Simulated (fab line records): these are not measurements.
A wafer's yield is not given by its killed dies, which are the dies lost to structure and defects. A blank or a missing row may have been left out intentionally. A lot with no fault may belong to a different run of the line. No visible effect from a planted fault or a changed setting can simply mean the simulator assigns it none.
Which tool was responsible? + flow gf180mcu + Sampling: 14 lots, 42 wafers, 2 of 602 route steps

## WHAT THE GAUGES SHOWED, per wafer
GF_V2_THK_MEAS_03.
| lot  | measured     | on            | V2_CVD_02_THK (nm) |
|------|--------------|---------------|--------------------|
| L733 | day 19 02:27 | film metro-01 | 836 839 849        |
| L736 | day 20 11:59 | film metro-04 | 841 847 846        |
| L737 | day 20 16:30 | film metro-04 | 841 829 847        |
| L738 | day 21 02:55 | film metro-02 | 838 861 857        |
| L739 | day 21 08:46 | film metro-02 | 839 846 857        |
| L740 | day 21 23:03 | film metro-04 | 864 855 866        |
| L742 | day 22 16:26 | film metro-01 | 855 852 865        |
| L743 | day 23 02:53 | film metro-02 | 842 834 856        |
| L744 | day 23 11:47 | film metro-02 | 818 820 818        |
| L745 | day 23 23:16 | film metro-01 | 827 831 840        |
| L746 | day 24 06:30 | film metro-01 | 848 847 856        |
| L750 | day 25 16:26 | film metro-02 | 840 848 851        |

## WHICH TOOL RAN EACH LOT (tool, then ch and the chambers of the sampled wafers, then the start)
| lot  | GF_V1_SPUTTER_22             |
|------|------------------------------|
| L733 | pvd sputter-01, day 18 01:02 |
| L736 | pvd sputter-01, day 19 10:05 |
| L737 | pvd sputter-04, day 19 14:59 |
| L738 | pvd sputter-03, day 20 00:50 |
| L739 | pvd sputter-01, day 20 07:26 |
| L740 | pvd sputter-01, day 20 22:16 |
| L742 | pvd sputter-03, day 21 15:26 |
| L743 | pvd sputter-01, day 22 02:02 |
| L744 | pvd sputter-04, day 22 11:16 |
| L745 | pvd sputter-01, day 22 23:29 |
| L746 | pvd sputter-03, day 23 06:19 |
| L750 | pvd sputter-01, day 24 16:38 |
| L755 | pvd sputter-01, day 25 19:32 |
| L756 | pvd sputter-04, day 26 05:50 |
- GF_V1_SPUTTER_22: material TiN, target thk 10 nm, time 40 s.

## AS READ BY THE TOOLS THEMSELVES (means over the sampled wafers that have a number; for cases with no such wafer, the mark the record gives instead)
GF_V1_SPUTTER_22.
| lot  | tool           | cathode dc power W (W) | chamber pressure pa (Pa) | throttle valve pct (%) |
|------|----------------|------------------------|--------------------------|------------------------|
| L733 | pvd sputter-01 | 3999.8                 | 5.005                    | 28.9                   |
| L736 | pvd sputter-01 | 4000.7                 | 5.004                    | 29.4                   |
| L737 | pvd sputter-04 | 4000.5                 | 5.000                    | 29.5                   |
| L738 | pvd sputter-03 | 4000.0                 | 5.005                    | 30.6                   |
| L739 | pvd sputter-01 | 4000.2                 | 4.991                    | 28.6                   |
| L740 | pvd sputter-01 | 4000.4                 | 5.000                    | 29.4                   |
| L742 | pvd sputter-03 | 4000.4                 | 5.009                    | 29.8                   |
| L743 | pvd sputter-01 | 3999.9                 | 4.998                    | 29.7                   |
| L744 | pvd sputter-04 | 4000.6                 | 5.005                    | 30.1                   |
| L745 | pvd sputter-01 | 3999.5                 | 5.006                    | 28.9                   |
| L746 | pvd sputter-03 | 4000.0                 | 5.001                    | 31.9                   |
| L750 | pvd sputter-01 | 3999.9                 | 5.004                    | 28.7                   |
| L755 | pvd sputter-01 | -                      | -                        | -                      |
| L756 | pvd sputter-04 | -                      | -                        | -                      |

## THE ANSWER, worked out from the rows above alone
Rule: the lots themselves supply what counts as usual. Put in order of their means at a reading, lots are off if they are a third of the lots or fewer, leave a main group of 4 or more, and stand apart from it by a gap of 3 or more times the standard deviation of the main group's means; of several such gaps the widest counts. Not used: any main group whose means are identical at the precision the tables above print for the reading. A lot without any number at a reading at which 4 lots or more have one is off too. Any other lot the step has rows for is counted as sound. Order of review: gauges by route order, followed by the tools' own readings, for which a lot's mean as printed above is used. The first step at which some lot is off is used, and at that step the reading that is off furthest; a lot without a number counts as furthest.
Off: L755, L756, at GF_V1_SPUTTER_22 (cathode dc power W). Without a number there: L755, L756. For the main group the mean is 4000.2 W and the standard deviation 0.35.
If a tool, at that step or one of the process steps before it, ran each lot that is off and ran no sound lot following the first of them, it fits. No candidate that was tried fits.

## WHAT HAD BEEN PUT IN BY THE SIMULATOR
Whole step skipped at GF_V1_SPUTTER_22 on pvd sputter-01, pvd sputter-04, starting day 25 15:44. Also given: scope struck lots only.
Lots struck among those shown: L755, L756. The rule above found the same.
